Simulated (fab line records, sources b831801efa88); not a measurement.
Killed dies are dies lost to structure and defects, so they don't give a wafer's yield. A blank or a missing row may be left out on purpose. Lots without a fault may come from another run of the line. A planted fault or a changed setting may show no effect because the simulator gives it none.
Problem report in the 8D (eight disciplines) form, filled by code | flow sky130 | the parts of the form that need people (team, actions taken, sign-off) are left out

1. THE PROBLEM
LDD_P_TW at SKY_LDD_P_TW_MEAS_11 reads a mean of 593 on 6 wafers of 2 lots; wafers without a fault read 635 with a standard deviation of 5.1. That is -8.3 standard deviations from the usual mean.
First seen on wafer L193.2, day 26 08:50, on film_metro-02. The record holds 33 wafers of 11 lots with a number at this step. Rule for "out", or "out of limits": more than 4 standard deviations from the usual mean. The other wafers with a number count as sound.

2. WHAT IT IS AND WHAT IT IS NOT
question                    | is                           | is not
which readings at this step | LDD_P_TW                     | -
which lots                  | L193, L195                   | L175, L178, L179, L180, L181, L182, L185, L194, L196
which wafers of those lots  | all that have a number       | -
read on which gauges        | film_metro-02, film_metro-03 | film_metro-04
when                        | from day 26 08:50            | up to then (21 sound wafers); but 6 sound wafers of L194, L196 came after

3. SUSPECTS, AND WHAT RULES EACH OUT
Counting: a tool at a process step up to the reading stays a suspect if it ran every lot that is out and no sound lot after the first of them.
- the gauge at SKY_LDD_P_TW_MEAS_11: ruled out. The wafers that are out were read on 2 gauges (film_metro-02, film_metro-03).
- implanter-01 at SKY_LDD_P_IMPLANT_09: kept. It ran every lot that is out, first L193 (day 26 08:36), and no sound lot after that; its last sound lot up to then is L185 (day 23 16:36). Its own readings are out on those wafers: beam_on_s, faraday_current_uA.
Left after counting: implanter-01 at SKY_LDD_P_IMPLANT_09.

4. THE CAUSE (what the simulator had put in)
Process parameter drift: implanter-01, from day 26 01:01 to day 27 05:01, at SKY_LDD_P_IMPLANT_09. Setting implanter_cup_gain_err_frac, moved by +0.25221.
Counting left only this tool.

5. THE CHAIN OF EFFECTS, in route order
Each row: a reading whose mean over the struck wafers that have a number lies more than 3 standard deviations from the usual. Only readings for which the record gives a usual standard deviation are gone through. hours: the time from each lot's start at the first step in this table that gives one to its start at this step, as a median over the lots. sigmas: the change in usual standard deviations.
hours | step                 | reading            | usual  | on struck wafers | change | sigmas
0     | SKY_LDD_P_IMPLANT_09 | beam_on_s          | 9.99 s | 7.86             | -2.13  | -11
0     | SKY_LDD_P_IMPLANT_09 | faraday_current_uA | 56.5   | 71.6             | +15.1  | +14
0     | SKY_LDD_P_TW_MEAS_11 | LDD_P_TW           | 635    | 593              | -42    | -8.3
The process steps in it:
- SKY_LDD_P_IMPLANT_09

6. WHAT WOULD HAVE CAUGHT IT SOONER
In this record the first reading out of limits at a measuring or inspecting step was taken at day 26 08:50, 8 hours after the fault began at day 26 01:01.
The tool's own readings at SKY_LDD_P_IMPLANT_09 were out on every struck wafer that the step has a row for (beam_on_s, faraday_current_uA): an alarm limit on them would have fired on the first of those.
Of the lots that are out (2), L195 began SKY_LDD_P_IMPLANT_09 on implanter-01 after day 26 08:50. A hold on the tool at that time would have spared it.
